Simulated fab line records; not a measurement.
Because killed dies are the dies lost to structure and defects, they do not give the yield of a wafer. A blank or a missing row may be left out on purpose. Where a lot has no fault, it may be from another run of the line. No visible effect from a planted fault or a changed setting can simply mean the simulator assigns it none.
Comparing a struck lot with a sound one | flow sky130 | 35 out of 708 route steps
Sound: the wafers L208.1, L208.2, L208.6. Wafers L215.1, L215.3, L215.6 were the ones struck. Last of all comes the cause.
Per side, at each step with rows, come the tool, then ch with its chambers, and then its first start. Under that, the readings that differ: sound wafers | struck wafers | difference of the means | sigmas: that difference in standard deviations of wafers without a fault.
alike: readings with means less than 2 such deviations apart, plus words and numbers identical on both sides. not compared: withheld readings, readings lacking a value on some wafer, bounds such as >300 that could conceal the same value, and numbers that have no deviation in the record and whose values overlap.
The two part at a step that has a row with sigmas, a row that says differs or no value, or rows on one side only. Numbers that don't overlap but have no deviation are shown without sigmas and don't part them. A reading that every wafer of one side lacks parts them only if that side has two wafers or more.

first, 4 steps without rows for these wafers: SKY_METAL5_SOFTBAKE_10 (time 60 s); SKY_METAL5_EXPOSE_11 (exposes mask MM5, target cd 1600 nm); SKY_METAL5_PEB_12; SKY_METAL5_DEVELOP_13 (develop time 60 s).
SKY_METAL5_DESCUM_14: chemistry O2, time 11 s.
  sound on rie metal-01 ch 0,1, day 44 19:01; struck on rie metal-02 ch 0,1, day 46 02:55
  alike: drypump motor current A, oes product au
  not compared: rf hours counter h
then, 1 step without rows for these wafers: SKY_METAL5_METAL_ETCH_15 (etches the open film in Cl2/BCl3, stops on SiO2, target depth 1260 nm, time 252 s).
SKY_METAL5_STRIP_16: strips in O2/N2.
  sound on plasma asher-01 ch 0,1, day 44 19:17; struck on plasma asher-03 ch 0,1, day 46 03:11
  alike: drypump motor current A, oes product au, strip time to endpoint s
  not compared: rf hours counter h
then, 3 steps without rows for these wafers: SKY_METAL5_STRIP_17 (strips in post etch residue remover, time 1200 s); SKY_METAL5_CLEAN_18 (cleans in IPA, time 180 s); SKY_METAL5_CLEAN_19 (cleans in O3/DIW).
SKY_PASSIVATION_CVD_00: deposits SiO2, target thk 90 nm.
  sound on pecvd-04 ch 0,1,2, day 44 19:53; struck on pecvd-03 ch 0,1, day 46 03:46
  alike: heater power w
SKY_PASSIVATION_THK_MEAS_01:
  sound: film metro-03 at day 44 19:54; struck: film metro-01 at day 46 03:47
  alike: PASSIVATION_CVD_00_THK
SKY_PASSIVATION_CVD_02: deposits Si3N4, target thk 540 nm.
  sound on pecvd-03 ch 0,2, day 44 19:58; struck on pecvd-04 ch 1,2, day 46 03:51
  reading                                       | sound             | struck            | difference | sigmas
  model.Si3N4_of_PASSIVATION_CVD_02.thk nm (nm) | 528.1 533.4 538.9 | 713.9 707.2 723.7 | +181.5     |
  alike: heater power w
SKY_PASSIVATION_THK_MEAS_03:
  sound: film metro-03 at day 44 20:18; struck: film metro-03 at day 46 04:05
  reading                     | sound       | struck      | difference | sigmas
  PASSIVATION_CVD_02_THK (nm) | 528 534 539 | 714 707 723 | +181       | +27
then, 8 steps without rows for these wafers: SKY_PASSIVATION_DEHYDRATE_04 (time 60 s); SKY_PASSIVATION_HMDS_05 (prime time 60 s); SKY_PASSIVATION_COAT_06 (resist thk 3000 nm); SKY_PASSIVATION_SOFTBAKE_07; SKY_PASSIVATION_EXPOSE_08 (exposes mask NSM, target cd 3000 nm); SKY_PASSIVATION_PEB_09; SKY_PASSIVATION_DEVELOP_10 (develop time 60 s); SKY_PASSIVATION_ETCH_11 (etches the open film in CF4/O2, stops on AlCu, target depth 725 nm, time 161.1 s).
SKY_PASSIVATION_STRIP_12: strips in O2/N2.
  sound on plasma asher-04 ch 0,1, day 45 17:52; struck on plasma asher-01 ch 0, day 47 01:44
  reading                      | sound             | struck            | difference | sigmas
  strip time to endpoint s (s) | 31.40 31.43 31.45 | 31.72 31.78 31.64 | +0.29      | +2
  alike: drypump motor current A, oes product au
  not compared: rf hours counter h
then, 8 steps without rows for these wafers: SKY_PAD_OPEN_DEHYDRATE_00 (time 60 s); SKY_PAD_OPEN_HMDS_01 (prime time 60 s); SKY_PAD_OPEN_COAT_02 (resist thk 3000 nm); SKY_PAD_OPEN_SOFTBAKE_03; SKY_PAD_OPEN_EXPOSE_04 (exposes mask PDM, target cd 60000 nm); SKY_PAD_OPEN_PEB_05; SKY_PAD_OPEN_DEVELOP_06 (develop time 60 s); SKY_PAD_OPEN_ETCH_07 (etches the open film in CF4/O2, stops on AlCu, target depth 725 nm, time 161.1 s).
SKY_PAD_OPEN_STRIP_08: strips in O2/N2.
  sound on plasma asher-04 ch 0,1, day 46 15:05; struck on plasma asher-04 ch 0,1, day 47 21:59
  alike: drypump motor current A, oes product au, strip time to endpoint s
  not compared: rf hours counter h
SKY_PAD_OPEN_STRIP_09: strips in post etch residue remover, time 1200 s.
  sound on wet bench-02 ch 2, day 46 15:11; struck on wet bench-02 ch 0, day 47 22:05
  reading                                       | sound           | struck            | difference | sigmas
  model.Si3N4_of_PASSIVATION_CVD_02.thk nm (nm) | 527.7 533 538.5 | 713.6 706.8 723.3 | +181.5     |
then, 1 step without rows for these wafers: SKY_PAD_OPEN_CLEAN_10 (cleans in IPA, time 180 s).
SKY_PAD_OPEN_PROBE_99:
  sound: prober-02 at day 46 17:18; struck: prober-01 at day 48 00:14
  alike: defect limited yield, killed_at_M0_to_M3, killed_at_M4_up, killed at contacts, killed at front end, killed at other, killed dies, killed open, killed short, sort_bin_3_pad_short, sort_bin_5_function, sort_bin_6_memory, sort n pass, sort yield pct

WHERE THEY PART
Last at SKY_PASSIVATION_STRIP_12 as far as this record goes, first at SKY_PASSIVATION_THK_MEAS_03. Later steps at which nothing parts them and some readings are alike: SKY_PAD_OPEN_STRIP_08, SKY_PAD_OPEN_PROBE_99.

WHY: what had been put in by the simulator
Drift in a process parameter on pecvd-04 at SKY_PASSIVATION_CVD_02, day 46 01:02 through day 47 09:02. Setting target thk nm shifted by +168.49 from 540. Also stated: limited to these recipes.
